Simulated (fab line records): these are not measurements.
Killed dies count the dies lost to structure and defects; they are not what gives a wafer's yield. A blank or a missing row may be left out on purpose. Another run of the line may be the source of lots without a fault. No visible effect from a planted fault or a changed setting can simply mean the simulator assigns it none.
2 desks looking at one fault -- flow gf180mcu -- only its own numbers are on each desk; what lay behind them is given at the end

THE TOOL OWNER'S DESK: krfScanner-02
The tool's own readings at GF_V3_EXPOSE_11 (exposes mask Via3, target cd 260 nm): means of the sampled wafers that have a number, for each lot that ran on this tool. If a lot's mean is further than 4 standard deviations from the usual mean, the lot is out of limits and carries the mark OUT (the distance appears in the brackets).
Columns: A = exposureDoseMJCm2 at GF_V3_EXPOSE_11, usual 38.09
lot,first seen here,A
L771,day 23 07:18,37.88
L776,day 24 19:31,37.90
L777,day 25 09:26,41.11 (+18) OUT
L781,day 26 00:41,40.51 (+14) OUT
This desk's verdict: out of limits on L777, L781, starting with L777 at day 25 09:26 (exposureDoseMJCm2 at GF_V3_EXPOSE_11). L771, L776: within limits.

METROLOGY DESK
What the gauges read for every lot (on any tool): the sampled wafers with a number, averaged. If a lot's mean is further than 4 standard deviations from the usual mean, the lot is out of limits and carries the mark OUT (the distance appears in the brackets).
Columns: A = M3_ALCU_THK at GF_M3_THK_MEAS_06, usual 458 nm; B = cdNm at GF_V3_CD_MEAS_14, usual 259.8 nm
lot,first seen here,A,B
L769,day 20 09:49,463,262.1
L771,day 21 19:41,462,260.1
L776,day 23 07:11,463,259.6
L777,day 23 23:08,461,273.2 (+9.6) OUT
L781,day 24 15:41,452,268.9 (+6.5) OUT
L782,day 25 10:56,454,259.8
L783,day 25 12:24,455,260.3
L784,day 25 23:49,458,261.4
L785,day 26 00:46,461,258.7
L786,day 26 04:31,459,260.1
L789,day 26 21:47,459,257.7
L788,day 27 01:31,458,257.3
This desk's verdict: out of limits on L777, L781, starting with L777 at day 25 20:12 (cdNm at GF_V3_CD_MEAS_14). L769, L771, L776, L782, L783, L784, L785, L786, L789, L788: within limits.

BROUGHT TOGETHER
An alarm could have come from the tool owner's desk at day 25 09:26, on L777, L781.
An alarm was possible from the metrology desk at day 25 20:12, on L777, L781.
The lots listed all ran GF_V3_EXPOSE_11 on krfScanner-02.

WHAT THE SIMULATOR HAD PUT IN
Drift in process parameters on krfScanner-02 at GF_V3_EXPOSE_11, starting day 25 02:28. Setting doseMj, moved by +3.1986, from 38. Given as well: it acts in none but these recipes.
Struck lots among those shown: L777, L781.
Time in hours from fault onset to the first out-of-limits reading at each desk: tool owner's desk 7, metrology desk 18.
